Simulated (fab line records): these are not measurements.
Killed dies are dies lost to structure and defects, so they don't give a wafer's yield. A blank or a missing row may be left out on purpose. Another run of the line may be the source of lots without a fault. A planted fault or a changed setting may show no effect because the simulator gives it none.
Which tool did it? -- flow sky130 -- 24 lots with 72 wafers sampled at 5 steps, on a route of 708 steps

== WHAT THE GAUGES READ, wafer by wafer ==
SKY_METAL3_CD_MEAS_13: target cd 300 nm.
lot,measured,on,cdNm (nm)
L074,day 38 17:05,cdSem-02,300.7 301.4 299.6
L075,day 38 17:25,cdSem-01,301.5 301.5 300.5
L076,day 39 14:02,cdSem-01,300.0 299.7 299.5
L077,day 39 15:52,cdSem-01,298.5 300.4 300.8
L079,day 39 17:02,cdSem-02,299.3 299.3 300.1
L078,day 39 18:59,cdSem-01,302.1 302.7 301.8
L080,day 40 15:26,cdSem-02,299.6 300.7 299.4
L081,day 40 23:32,cdSem-01,299.1 299.7 298.7
L082,day 41 03:10,cdSem-01,300.1 299.2 299.7
L083,day 41 02:49,cdSem-02,301.8 301.7 302.8
L085,day 41 03:35,cdSem-02,301.4 301.0 301.2
L084,day 41 14:51,cdSem-02,300.3 300.2 301.2
L086,day 42 06:44,cdSem-02,299.3 298.9 298.2
L087,day 42 13:56,cdSem-02,300.8 300.5 301.4
L088,day 43 02:18,cdSem-01,298.4 299.4 298.7
L090,day 43 05:38,cdSem-02,299.3 299.5 300.3
L089,day 43 07:46,cdSem-01,300.7 301.3 300.8
L091,day 43 12:14,cdSem-01,299.0 299.4 299.5
L092,day 43 14:05,cdSem-02,302.4 300.2 301.3
L093,day 44 14:28,cdSem-01,298.1 297.6 297.8
L095,day 44 15:31,cdSem-02,300.3 300.1 300.0
L094,day 44 17:40,cdSem-01,301.0 301.1 300.3
L096,day 44 22:08,cdSem-01,300.0 299.9 299.0
L097,day 45 00:03,cdSem-02,301.5 302.4 301.7

SKY_VIA3_OVL_MEAS_13.
lot,measured,on,VIA3_OVL (nm)
L074,day 39 20:06,overlay-01,-12 -6 -8
L075,day 39 20:28,overlay-02,-4 -7 -14
L076,day 40 16:25,overlay-01,3 10 8
L077,day 40 18:32,overlay-01,-1 -11 -6
L079,day 40 19:30,overlay-01,-4 12 3
L078,day 40 21:18,overlay-01,-6 -4 -13
L080,day 41 17:30,overlay-02,7 9 11
L081,day 42 01:06,overlay-01,17 2 18
L082,day 42 05:29,overlay-01,-9 -6 -8
L083,day 42 04:47,overlay-02,7 5 5
L085,day 42 05:08,overlay-01,2 10 2
L084,day 42 16:39,overlay-01,6 -2 9
L086,day 43 07:58,overlay-01,-3 4 0
L087,day 43 14:50,overlay-02,1 -6 -1
L088,day 44 02:19,overlay-01,-4 0 2
L090,day 44 05:56,overlay-01,-4 5 12
L089,day 44 08:01,overlay-02,10 7 8
L091,day 44 13:44,overlay-02,11 -2 4
L092,day 44 14:57,overlay-02,1 4 -3
L093,day 45 13:11,overlay-01,6 2 10
L095,day 45 14:47,overlay-01,-4 -6 -6
L094,day 45 17:18,overlay-02,-5 -7 -7
L096,day 45 21:24,overlay-02,-11 -15 -11
L097,day 45 23:45,overlay-01,5 8 1

== WHICH TOOL RAN EACH LOT (tool, then ch and the chambers of the sampled wafers, then the start) ==
lot,SKY_VIA2_CMP_24,SKY_METAL3_SPUTTER_01,SKY_METAL3_ETCH_16
L074,"cmp-01 ch 0,2,3, day 36 11:40","pvdSputter-04, day 36 11:53","rieMetal-02 ch 1, day 38 17:16"
L075,"cmp-01 ch 0,1,2, day 36 13:11","pvdSputter-02, day 36 13:25","rieMetal-01 ch 0,1, day 38 17:35"
L076,"cmp-01 ch 0,2,3, day 37 07:32","pvdSputter-04, day 37 07:43","rieMetal-03 ch 0,1, day 39 14:11"
L077,"cmp-02 ch 0,1, day 37 09:41","pvdSputter-01, day 37 10:01","rieMetal-03 ch 0,1, day 39 16:04"
L079,"cmp-02 ch 0,1,2, day 37 10:42","pvdSputter-01, day 37 10:59","rieMetal-03 ch 0,1, day 39 17:13"
L078,"cmp-01 ch 0,1,3, day 37 15:57","pvdSputter-04, day 37 16:07","rieMetal-01 ch 0,1, day 39 19:10"
L080,"cmp-01 ch 2,3, day 38 13:51","pvdSputter-01, day 38 14:10","rieMetal-01 ch 0,1, day 40 15:37"
L081,"cmp-01 ch 0,3, day 38 20:09","pvdSputter-02, day 38 20:28","rieMetal-02 ch 0,1, day 40 23:43"
L082,"cmp-01 ch 2,3, day 38 23:53","pvdSputter-01, day 39 00:10","rieMetal-01 ch 0,1, day 41 03:22"
L083,"cmp-02 ch 0,1,3, day 39 00:23","pvdSputter-04, day 39 00:37","rieMetal-03 ch 1, day 41 03:01"
L085,"cmp-02 ch 0,1,2, day 39 00:39","pvdSputter-02, day 39 00:55","rieMetal-02 ch 1, day 41 03:46"
L084,"cmp-01 ch 1,2, day 39 14:06","pvdSputter-02, day 39 14:22","rieMetal-01 ch 0,1, day 41 15:01"
L086,"cmp-01 ch 0,1,3, day 40 05:11","pvdSputter-02, day 40 05:25","rieMetal-01 ch 0,1, day 42 06:53"
L087,"cmp-02 ch 1,3, day 40 13:31","pvdSputter-04, day 40 13:50","rieMetal-03 ch 0,1, day 42 14:07"
L088,"cmp-01 ch 0,2,3, day 41 03:10","pvdSputter-01, day 41 03:24","rieMetal-03 ch 0,1, day 43 02:28"
L090,"cmp-01 ch 0,1,3, day 41 06:30","pvdSputter-04, day 41 06:49","rieMetal-03 ch 0,1, day 43 05:49"
L089,"cmp-02 ch 2,3, day 41 08:24","pvdSputter-01, day 41 08:43","rieMetal-01 ch 0,1, day 43 07:56"
L091,"cmp-01 ch 1,2, day 41 12:41","pvdSputter-04, day 41 12:59","rieMetal-01 ch 0,1, day 43 12:23"
L092,"cmp-01 ch 1,2,3, day 41 13:53","pvdSputter-04, day 41 14:06","rieMetal-03 ch 0,1, day 43 14:16"
L093,"cmp-02 ch 1,2,3, day 42 14:44","pvdSputter-01, day 42 15:03","rieMetal-02 ch 0,1, day 44 14:40"
L095,"cmp-02 ch 0,1,2, day 42 18:00","pvdSputter-04, day 42 18:13","rieMetal-03 ch 0,1, day 44 15:43"
L094,"cmp-02 ch 1,3, day 42 18:48","pvdSputter-01, day 42 19:07","rieMetal-01 ch 0,1, day 44 17:52"
L096,"cmp-02 ch 0,2,3, day 42 23:25","pvdSputter-01, day 42 23:41","rieMetal-01 ch 0,1, day 44 22:19"
L097,"cmp-02 ch 0,1,3, day 43 00:52","pvdSputter-04, day 43 01:11","rieMetal-02 ch 0,1, day 45 00:13"
- SKY_VIA2_CMP_24: polishes, stops on SiO2, t overpolish 20 s, target thk 0 nm.
- SKY_METAL3_SPUTTER_01: material TiN, target thk 20 nm, time 16.7 s.
- SKY_METAL3_ETCH_16: etches BARC in N2/H2, stops on SiO2, time 88.2 s, target depth 60 nm.

== WHAT THE TOOLS THEMSELVES READ (means of the sampled wafers that have a number; where no wafer has one, the mark that the record gives instead) ==
SKY_VIA2_CMP_24.
lot,tool,motorCurrentA (A),overpolishRunS (s),timeToEndpointS (s)
L074,cmp-01,12.5,19.988,95
L075,cmp-01,11.5,19.999,101
L076,cmp-01,12.0,20.004,106
L077,cmp-02,12.0,19.996,101
L079,cmp-02,11.8,20.007,105
L078,cmp-01,11.2,19.996,103
L080,cmp-01,12.0,20.001,101
L081,cmp-01,11.7,20.005,107
L082,cmp-01,11.9,20.001,105
L083,cmp-02,10.8,20.011,101
L085,cmp-02,11.5,20.004,103
L084,cmp-01,11.8,19.997,106
L086,cmp-01,11.4,20.007,108
L087,cmp-02,10.4,19.994,105
L088,cmp-01,11.7,19.994,101
L090,cmp-01,11.6,19.999,107
L089,cmp-02,10.1,19.999,102
L091,cmp-01,11.9,20.005,101
L092,cmp-01,11.6,20.000,99
L093,cmp-02,11.3,19.991,105
L095,cmp-02,11.6,20.000,104
L094,cmp-02,11.1,19.998,103
L096,cmp-02,10.6,20.008,103
L097,cmp-02,11.0,20.000,106

SKY_METAL3_SPUTTER_01.
lot,tool,cathodeDcPowerW (W),chamberPressurePa (Pa),throttleValvePct (%)
L074,pvdSputter-04,6500.3,0.4005,29.1
L075,pvdSputter-02,6501.1,0.3996,30.4
L076,pvdSputter-04,6499.7,0.4004,29.9
L077,pvdSputter-01,6501.1,0.3998,29.0
L079,pvdSputter-01,6499.6,0.4005,30.8
L078,pvdSputter-04,6500.4,0.3994,30.1
L080,pvdSputter-01,6499.5,0.3996,29.2
L081,pvdSputter-02,6499.4,0.3996,30.1
L082,pvdSputter-01,6499.1,0.3994,31.4
L083,pvdSputter-04,6500.1,0.4008,29.0
L085,pvdSputter-02,6499.1,0.4003,30.9
L084,pvdSputter-02,6499.5,0.4001,30.5
L086,pvdSputter-02,6499.0,0.3991,30.5
L087,pvdSputter-04,6499.3,0.4002,29.6
L088,pvdSputter-01,6500.0,0.4001,29.6
L090,pvdSputter-04,6500.4,0.4007,29.6
L089,pvdSputter-01,6499.7,0.3992,29.2
L091,pvdSputter-04,6500.6,0.4004,29.6
L092,pvdSputter-04,6500.5,0.4002,29.3
L093,pvdSputter-01,6499.3,0.3998,31.5
L095,pvdSputter-04,6499.1,0.4000,29.4
L094,pvdSputter-01,6499.2,0.3997,29.8
L096,pvdSputter-01,6500.4,0.3993,30.7
L097,pvdSputter-04,6499.5,0.3995,29.0

SKY_METAL3_ETCH_16.
lot,tool,chamberPressureMTorr (mTorr),drypumpMotorCurrentA (A),oesProductAu (a.u.),rfFwdPowerW (W),throttleValvePct (%)
L074,rieMetal-02,29.994,5.8,0.626,497.4,13.214
L075,rieMetal-01,29.998,5.8,0.629,498.6,13.193
L076,rieMetal-03,29.996,5.4,0.624,494.2,13.216
L077,rieMetal-03,29.976,5.4,0.629,496.5,13.207
L079,rieMetal-03,29.995,5.7,0.627,496.1,13.199
L078,rieMetal-01,29.988,5.8,0.627,496.8,13.199
L080,rieMetal-01,29.997,5.8,0.627,499.2,13.200
L081,rieMetal-02,30.029,6.4,0.627,498.8,13.207
L082,rieMetal-01,30.011,5.8,0.621,497.3,13.203
L083,rieMetal-03,29.977,6.0,0.630,498.2,13.202
L085,rieMetal-02,30.016,5.8,0.623,495.8,13.208
L084,rieMetal-01,29.985,5.8,0.626,498.9,13.202
L086,rieMetal-01,30.003,5.8,0.626,499.1,13.204
L087,rieMetal-03,30.014,5.4,0.625,496.2,13.204
L088,rieMetal-03,30.007,5.4,0.626,497.6,13.211
L090,rieMetal-03,30.014,5.7,0.626,496.6,13.193
L089,rieMetal-01,29.993,5.8,0.624,497.5,13.209
L091,rieMetal-01,29.997,5.8,0.621,496.7,13.212
L092,rieMetal-03,30.017,5.7,0.628,495.7,13.198
L093,rieMetal-02,29.975,6.1,0.629,496.2,13.205
L095,rieMetal-03,30.004,5.4,0.626,495.0,13.208
L094,rieMetal-01,29.995,5.8,0.624,499.2,13.207
L096,rieMetal-01,29.965,5.8,0.630,497.1,13.201
L097,rieMetal-02,29.982,6.4,0.629,497.2,13.212

== THE ANSWER, worked out from the rows above alone ==
Rule: the lots themselves supply what counts as usual. Put in order of their means at a reading, lots are off if they are a third of the lots or fewer, leave a main group of 4 or more, and stand apart from it by a gap of 3 or more times the standard deviation of the main group's means; of several such gaps the widest counts. If all means in a main group match to the digits the tables above print for the reading, that group is not used. A lot without any number at a reading at which 4 lots or more have one is off too. All remaining lots with rows at the step are treated as sound. The gauges are gone through in route order, then the tools' own readings, and for those a lot's mean is taken as printed above. At the first step where some lot is off, the reading lying furthest off is the one used; lots without a number count as furthest.
No lot is off at any reading shown: from this, nothing can be told.

== WHAT WAS PUT IN BY THE SIMULATOR ==
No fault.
